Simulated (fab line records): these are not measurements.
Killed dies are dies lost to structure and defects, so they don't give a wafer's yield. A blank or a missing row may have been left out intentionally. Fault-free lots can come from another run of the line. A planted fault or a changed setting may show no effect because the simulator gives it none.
fab line records ; flow sky130
record: lots: 5; wafers: 15; lastDay: 49
route steps=708 shown PWDE@48 NWELL@56 PAD_OPEN@708
lots with no fault: from the same line, run without faults
startH: hours from the record's opening day to when the first of the lot's shown wafers began ; waitH: hours from the lot's prior step to this one ; " the same as in the row above ; L1.1+2: a row that stands for several wafers ; - value missing, or start not given ; * or withheld: withheld ; < > ~ a bound
route shown NAME@n: names a module that has steps shown in the file, with the first one's number in the route ; usual: average and standard deviation across the fault-free wafers ; same: alike in all rows ; chamber/n: place in a boat ; sites: each site's reading ; _std_site: how widely they spread, as a standard deviation ; _edge_site: inner sites' mean taken away from outer sites' mean ; radiusMm: for every site, how far away it sits from the centre of the wafer ; mask NAME#n: copy n ; behind: tool/chamber where the wafer was last shaped ; hold: cause of the lot's hold/its duration in hours/its outcome ; device: transistor that didn't switch, given as n, p or np ; end of line: the route-end tests of the same wafers ; a step without rows: its recipe alone ; killed: not the wafer's yield, but the dies lost to structure and defects at the first sort ; map: dies across one wafer; x = killed, . = not, _ = none there
set.NAME: the setting as run; set.NAME@STEP: as run at that earlier step ; model.NAME: the simulator's own value behind a step, which no gauge read
lots at selected steps of the route; one table per step, one row per wafer
services: a tool's chamber out of use, with start hour (startH, from the record's first day; less than 0 if before it), hours out, and reason
== steps ==
step: SKY_PWDE_SOFTBAKE_03
recipe: tempC: 110; timeS: withheld
step: SKY_PWDE_EXPOSE_04
recipe: maskId: PWDEM; na: 0.6; sourceShape: conventional; sigmaOuter: 0.6; polarization: unpolarized; targetCdNm: 840; doseMj: 214
step: SKY_PWDE_PEB_05
recipe: tempC: 115; timeS: withheld
step: SKY_PWDE_DEVELOP_06
recipe: wallAngleDeg: 90; developer: TMAH; developTimeS: 60; devTempC: 23
step: SKY_PWDE_OVL_MEAS_07
usual: PWDE_OVL: -0.4/1.5
lot.wafer;tool;chamber;startH;waitH;PWDE_OVL[nm]
L241.3;overlay-01;-;67.04;-;1.2
L241.4;overlay-01;-;67.04;-;1.7
L241.5;overlay-01;-;67.04;-;2.2
L243.1;overlay-01;-;79.58;-;-2.8
L243.2;overlay-01;-;79.58;-;0.6
L243.3;overlay-01;-;79.58;-;0.0
L246.2;overlay-01;-;97.69;-;0.9
L246.3;overlay-01;-;97.69;-;-0.8
L246.5;overlay-01;-;97.69;-;-0.4
L259.2;overlay-02;-;168.83;-;-2.6
L259.3;overlay-02;-;168.83;-;-0.5
L259.4;overlay-02;-;168.83;-;0.0
L260.1;overlay-01;-;174.13;-;0.8
L260.4;overlay-01;-;174.13;-;-1.7
L260.6;overlay-01;-;174.13;-;0.3
step: SKY_PWDE_IMPLANT_08
recipe: species: B; energyKev: 150; doseCm2: 3.6e+12; tiltDeg: withheld
step: SKY_PWDE_STRIP_09
recipe: chemistry: O2/N2; powerW: 1400; pressureMtorr: 1500; platenTempC: withheld; o2FlowSccm: 3000; n2FlowSccm: 300; overashFraction: 0.5
usual: drypumpMotorCurrentA: 5.7/0.83; oesProductAu: 0.722/0.0047; stripTimeToEndpointS: 36.84/0.097
lot.wafer;tool;chamber;startH;waitH;drypumpMotorCurrentA;oesProductAu;rfHoursCounterH;stripTimeToEndpointS
L241.3;plasmaAsher-03;1;67.25;0.1;6.7;0.725;-;36.89
L241.4;plasmaAsher-03;0;67.25;0.1;6.5;0.724;-;36.97
L241.5;plasmaAsher-03;0;67.25;0.1;6.5;0.720;-;36.87
L243.1;plasmaAsher-04;0;79.76;0.1;6.3;0.718;38;36.63
L243.2;plasmaAsher-04;1;79.76;0.1;4.7;0.722;38;36.69
L243.3;plasmaAsher-04;0;79.76;0.1;6.3;0.718;-;36.64
L246.2;plasmaAsher-03;1;97.87;0.1;6.7;0.715;41;36.69
L246.3;plasmaAsher-03;1;97.87;0.1;6.7;0.728;-;36.73
L246.5;plasmaAsher-03;0;97.87;0.1;6.5;0.725;-;36.65
L259.2;plasmaAsher-02;1;169.01;0.1;5.0;0.725;36;36.98
L259.3;plasmaAsher-02;1;169.01;0.1;5.0;0.720;-;36.94
L259.4;plasmaAsher-02;0;169.01;0.1;4.8;0.729;-;36.82
L260.1;plasmaAsher-02;1;174.31;0.1;5.1;0.715;36;36.78
L260.4;plasmaAsher-02;0;174.31;0.1;4.8;0.724;-;36.72
L260.6;plasmaAsher-02;1;174.31;0.1;5.1;0.716;-;36.84
step: SKY_PWDE_TW_MEAS_10
usual: PWDE_TW: 371.7/2.5
lot.wafer;tool;chamber;startH;waitH;PWDE_TW
L241.3;filmMetro-02;-;67.34;0.1;374.2
L241.4;filmMetro-02;-;67.34;0.1;374.0
L241.5;filmMetro-02;-;67.34;0.1;375.3
L243.1;filmMetro-04;-;79.86;0.1;371.3
L243.2;filmMetro-04;-;79.86;0.1;372.9
L243.3;filmMetro-04;-;79.86;0.1;373.3
L246.2;filmMetro-03;-;97.98;0.1;367.0
L246.3;filmMetro-03;-;97.98;0.1;368.5
L246.5;filmMetro-03;-;97.98;0.1;367.6
L259.2;filmMetro-02;-;169.12;0.1;376.4
L259.3;filmMetro-02;-;169.12;0.1;376.8
L259.4;filmMetro-02;-;169.12;0.1;375.9
L260.1;filmMetro-02;-;174.41;0.1;374.3
L260.4;filmMetro-02;-;174.41;0.1;371.4
L260.6;filmMetro-02;-;174.41;0.1;373.5
step: SKY_NWELL_DEHYDRATE_03
recipe: tempC: 200; timeS: 60
step: SKY_NWELL_HMDS_04
recipe: primeTimeS: 60; primeTempC: 120
step: SKY_NWELL_COAT_05
recipe: spinRpm: 2000; resistThkNm: 3000
step: SKY_NWELL_SOFTBAKE_06
recipe: tempC: 110; timeS: withheld
step: SKY_NWELL_EXPOSE_07
recipe: maskId: NWM; na: 0.6; sourceShape: conventional; sigmaOuter: 0.6; polarization: unpolarized; targetCdNm: 840; doseMj: 255
usual: stageVelMmS: 499.99/0.29
lot.wafer;tool;chamber;startH;waitH;mask;stageVelMmS
L241.3;ilineStepper-02;0;75.47;-;NWM#0;500.08
L241.4;ilineStepper-02;0;75.47;-;NWM#0;499.65
L241.5;ilineStepper-02;0;75.47;-;NWM#0;500.06
L243.1;ilineStepper-01;0;88.29;-;NWM#0;499.89
L243.2;ilineStepper-01;0;88.29;-;NWM#0;500.17
L243.3;ilineStepper-01;0;88.29;-;NWM#0;500.16
L246.2;ilineStepper-01;0;106.76;-;NWM_R1#0;500.01
L246.3;ilineStepper-01;0;106.76;-;NWM_R1#0;499.95
L246.5;ilineStepper-01;0;106.76;-;NWM_R1#0;500.11
L259.2;ilineStepper-02;0;179.55;-;NWM#0;500.13
L259.3;ilineStepper-02;0;179.55;-;NWM#0;500.10
L259.4;ilineStepper-02;0;179.55;-;NWM#0;499.93
L260.1;ilineStepper-01;0;184.65;-;NWM#0;500.21
L260.4;ilineStepper-01;0;184.65;-;NWM#0;499.61
L260.6;ilineStepper-01;0;184.65;-;NWM#0;499.92
step: SKY_NWELL_PEB_08
recipe: tempC: 115; timeS: withheld
step: SKY_PAD_OPEN_PROBE_99
usual: killed_at_M0_to_M3: 42/7; killed_at_M4_up: 2.8/1.8; killedAtContacts: 24/5.8; killedAtFrontEnd: 15/4.8; killedAtOther: 0.3/0.56; killedDies: 84/11; killedOpen: 46/7.8; killedShort: 38/6.3
same: grossDies: 492; killedAtBackSide: 0
lot.wafer;tool;chamber;startH;waitH;killed_at_M0_to_M3;killed_at_M4_up;killedAtContacts;killedAtFrontEnd;killedAtOther;killedDies;killedOpen;killedShort;model.etest.pfet_16v.rOnOhmUm;model.etest.nfet_16v.rOnOhmUm;model.etest.resNwell.lineOhmUm;model.etest.resNwell.widthNm;model.etest.resIsoPwell.widthNm;model.etest.pfet_16v.driveUaUm
L241.3;prober-01;-;1074.45;0.2;51;3;21;17;0;92;53;39;1.538e+04;1.388e+04;1276;827;2648;239.2
L241.4;prober-01;-;1074.50;0.2;33;0;18;13;1;65;36;29;1.528e+04;1.39e+04;1259;822.6;2647;240.6
L241.5;prober-01;-;1074.55;0.2;35;1;30;9;0;75;35;40;1.548e+04;1.381e+04;1298;824.6;2652;238.2
L243.1;prober-01;-;1090.82;0.1;46;3;19;13;1;82;47;35;1.528e+04;1.435e+04;1143;846.2;2639;242.5
L243.2;prober-01;-;1090.87;0.1;47;1;21;25;0;94;48;46;1.541e+04;1.443e+04;1131;841.7;2646;239.3
L243.3;prober-01;-;1090.92;0.2;38;2;21;13;1;75;40;35;1.542e+04;1.436e+04;1159;840.4;2635;242
L246.2;prober-02;-;1110.61;0.1;45;1;41;15;0;102;59;42;1.442e+04;1.435e+04;1367;725.2;2713;260
L246.3;prober-02;-;1110.66;0.2;57;4;29;16;1;107;65;42;1.45e+04;1.433e+04;1382;731;2704;254.2
L246.5;prober-02;-;1110.76;0.2;45;5;25;15;0;90;49;39;1.431e+04;1.402e+04;1402;732.4;2725;259.6
L259.2;prober-01;-;1177.57;0.1;50;0;25;16;0;91;57;34;1.504e+04;1.414e+04;1140;825;2654;251.8
L259.3;prober-01;-;1177.62;0.2;43;2;37;22;1;105;60;45;1.458e+04;1.408e+04;1089;823;2658;255.1
L259.4;prober-01;-;1177.67;0.2;33;3;23;11;0;70;45;25;1.464e+04;1.412e+04;1109;828.5;2646;254.3
L260.1;prober-02;-;1182.35;0.1;33;1;24;16;1;75;50;25;1.537e+04;1.414e+04;1109;844.9;2643;241.4
L260.4;prober-02;-;1182.50;0.2;44;0;22;18;0;84;49;35;1.503e+04;1.401e+04;1124;840.3;2634;250.4
L260.6;prober-02;-;1182.60;0.2;40;4;24;24;1;93;44;49;1.529e+04;1.398e+04;1119;841.3;2668;247
killed by level:class
L241.3 VIA1:geometricParticle:open=14 VIA1:geometricParticle:short=8 METAL2:geometricParticle:short=8 VIA3:geometricParticle:open=7 LI_CONTACT:geometricParticle:open=6 FIELD_ISO:geometricParticle:short=5 LOCAL_INTERCONNECT:geometricParticle:short=5 CONTACT:geometricParticle:open=5
L241.4 VIA1:geometricParticle:open=9 VIA2:geometricParticle:open=6 FIELD_ISO:geometricParticle:short=5 LI_CONTACT:geometricParticle:open=5 CONTACT:geometricParticle:open=5 VIA1:geometricParticle:short=5 LOCAL_INTERCONNECT:geometricParticle:short=4 FIELD_ISO:geometricParticle:open=3
L241.5 LI_CONTACT:geometricParticle:open=9 METAL2:geometricParticle:short=9 CONTACT:geometricParticle:open=8 VIA1:geometricParticle:open=6 FIELD_ISO:geometricParticle:short=4 LI_CONTACT:geometricParticle:short=4 CONTACT:geometricParticle:short=4 VIA1:geometricParticle:short=4
L243.1 VIA2:geometricParticle:open=12 VIA1:geometricParticle:open=10 METAL1:geometricParticle:short=7 LI_CONTACT:geometricParticle:open=7 CONTACT:geometricParticle:open=7 FIELD_ISO:geometricParticle:short=6 METAL2:geometricParticle:short=5 VIA3:geometricParticle:open=4
L243.2 VIA1:geometricParticle:open=10 FIELD_ISO:geometricParticle:open=7 VIA2:geometricParticle:open=7 FIELD_ISO:geometricParticle:short=6 METAL2:geometricParticle:short=6 CONTACT:geometricParticle:short=6 LI_CONTACT:geometricParticle:open=5 VIA3:geometricParticle:short=5
L243.3 VIA3:geometricParticle:open=12 CONTACT:geometricParticle:open=7 CONTACT:geometricParticle:short=7 FIELD_ISO:geometricParticle:short=5 LI_CONTACT:geometricParticle:open=5 METAL2:geometricParticle:short=5 FIELD_ISO:geometricParticle:open=4 VIA1:geometricParticle:short=4
L246.2 LI_CONTACT:geometricParticle:open=13 CONTACT:geometricParticle:open=11 VIA1:geometricParticle:open=11 METAL1:geometricParticle:short=9 LOCAL_INTERCONNECT:geometricParticle:short=8 VIA3:geometricParticle:open=8 VIA2:geometricParticle:open=7 CONTACT:geometricParticle:short=5
L246.3 VIA2:geometricParticle:open=11 CONTACT:geometricParticle:open=10 VIA3:geometricParticle:open=9 LI_CONTACT:geometricParticle:open=8 METAL1:geometricParticle:short=8 METAL2:geometricParticle:short=7 VIA1:geometricParticle:open=7 POLY_GATE:geometricParticle:open=6
L246.5 VIA2:geometricParticle:open=11 LI_CONTACT:geometricParticle:open=9 VIA1:geometricParticle:open=9 METAL1:geometricParticle:short=9 CONTACT:geometricParticle:open=7 VIA3:geometricParticle:open=4 POLY_GATE:geometricParticle:short=3 POLY_CUT:geometricParticle:short=3
L259.2 VIA2:geometricParticle:open=13 VIA3:geometricParticle:open=10 LI_CONTACT:geometricParticle:open=9 VIA1:geometricParticle:open=9 CONTACT:geometricParticle:short=7 CONTACT:geometricParticle:open=6 FIELD_ISO:geometricParticle:short=5 METAL1:geometricParticle:short=5
L259.3 CONTACT:geometricParticle:open=15 LI_CONTACT:geometricParticle:open=9 VIA3:geometricParticle:open=8 FIELD_ISO:geometricParticle:short=7 VIA1:geometricParticle:open=7 FIELD_ISO:geometricParticle:open=6 CONTACT:geometricParticle:short=6 METAL1:geometricParticle:short=6
L259.4 CONTACT:geometricParticle:open=12 VIA1:geometricParticle:open=9 VIA3:geometricParticle:open=9 LI_CONTACT:geometricParticle:open=6 METAL2:geometricParticle:short=4 FIELD_ISO:geometricParticle:short=3 POLY_GATE:geometricParticle:open=3 LOCAL_INTERCONNECT:geometricParticle:short=3
L260.1 CONTACT:geometricParticle:open=10 VIA1:geometricParticle:open=8 LI_CONTACT:geometricParticle:open=7 FIELD_ISO:geometricParticle:open=5 METAL2:geometricParticle:short=5 VIA2:geometricParticle:open=5 POLY_GATE:geometricParticle:short=4 LI_CONTACT:geometricParticle:short=3
L260.4 VIA1:geometricParticle:open=11 VIA3:geometricParticle:open=10 LI_CONTACT:geometricParticle:open=8 CONTACT:geometricParticle:open=6 METAL2:geometricParticle:short=5 FIELD_ISO:geometricParticle:open=4 VIA1:geometricParticle:short=4 POLY_GATE:geometricParticle:open=4
L260.6 CONTACT:geometricParticle:open=9 CONTACT:geometricParticle:short=7 VIA2:geometricParticle:open=7 VIA3:geometricParticle:short=7 FIELD_ISO:geometricParticle:short=6 FIELD_ISO:geometricParticle:open=6 LI_CONTACT:geometricParticle:open=5 VIA1:geometricParticle:short=5
== services ==
tool;chamber;startH;hours;kind
ilineStepper-01;-;53.68;27.3;repair
plasmaAsher-04;-;67.77;8.5;repair
plasmaAsher-04;-;108.75;9.0;pm
plasmaAsher-04;0;108.75;9.0;ventCycle
plasmaAsher-04;1;108.75;9.0;ventCycle
plasmaAsher-04;0;117.75;-;clean
plasmaAsher-04;1;117.75;-;clean
plasmaAsher-04;-;119.74;5.1;repair
ilineStepper-01;0;156.89;-;calibration
ilineStepper-02;0;162.25;-;calibration
ilineStepper-02;-;169.60;1.7;pm
plasmaAsher-03;-;182.22;14.6;pm
== key ==
firstSign: step: SKY_NWELL_EXPOSE_07; reading: mask; direction: changed
effect none on later readings
modelEffect: step: SKY_PAD_OPEN_PROBE_99; value: etest.pfet_16v.rOnOhmUm; without: 1.497e+04; struck: 1.441e+04
metAt SKY_NWELL_EXPOSE_07
struckWafers L246.2,L246.3,L246.5
testerLeftOut L246
onsetBetween 88.29 106.76
fault: kind: wrongMask; tool: any; chamber: -; onsetH: 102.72; steps: SKY_NWELL_EXPOSE_07; auxCopy: NWM_R1#0; cdOffsetNm: -101; scope: struckLotsOnly
testerLeftOut: of these lots the tester's yield and bins aren't shown, on N5 and GAA mostly nor the transistor test; their killed dies are dies lost to structure and defects alone, not to doping, threshold or leakage, so they don't give the yield
